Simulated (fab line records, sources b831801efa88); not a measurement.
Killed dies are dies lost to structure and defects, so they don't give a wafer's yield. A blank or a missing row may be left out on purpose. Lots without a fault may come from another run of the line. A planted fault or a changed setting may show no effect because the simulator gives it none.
One fault seen from 2 desks | flow sky130 | each desk has only its own numbers; what lay behind them comes last

THE METROLOGY DESK
What the gauges read, lot by lot, whatever tool the lot ran on: means of the sampled wafers that have a number. A lot is out of limits, marked OUT, if its mean lies more than 4 standard deviations from the usual mean; the brackets give that distance.
Columns: A = LDD_N_OVL at SKY_LDD_N_OVL_MEAS_07, usual -0.6 nm
lot  | first seen here | A
L230 | day 18 10:31    | 1.2
L236 | day 20 05:31    | -1.1
L239 | day 21 04:11    | 0.8
L246 | day 24 03:40    | -2.2
L249 | day 24 11:08    | -0.2
L252 | day 25 23:53    | 0.9
This desk's finding: nothing out of limits on any of the 6 lots.

THE TOOL OWNER'S DESK: implanter-04
The tool's own readings at SKY_LDD_N_IMPLANT_14: means of the sampled wafers that have a number, for each lot that ran on this tool. A lot is out of limits, marked OUT, if its mean lies more than 4 standard deviations from the usual mean; the brackets give that distance.
Columns: A = beam_energy_keV at SKY_LDD_N_IMPLANT_14, usual 50.006
lot  | first seen here | A
L236 | day 20 06:29    | 48.462 (-99 or more) OUT
L239 | day 21 05:11    | 48.489 (-99 or more) OUT
L246 | day 24 04:38    | 50.006
This desk's finding: out of limits on L236, L239; first on L236, day 20 06:29 (beam_energy_keV at SKY_LDD_N_IMPLANT_14). In limits: L246.

PUT TOGETHER
The tool owner's desk could have raised an alarm at day 20 06:29, on L236, L239.
The metrology desk saw nothing out of limits.
The metrology desk has L236, L239 on record, within its limits.
Of the lots named, all ran SKY_LDD_N_IMPLANT_14 on implanter-04.

WHAT THE SIMULATOR HAD PUT IN
Process parameter drift: implanter-04, from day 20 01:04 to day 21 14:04, at SKY_LDD_N_IMPLANT_14. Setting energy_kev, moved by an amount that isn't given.
Lots struck among those shown: L236, L239.
Hours from the fault's start to each desk's first reading out of limits: the tool owner's desk, 5.
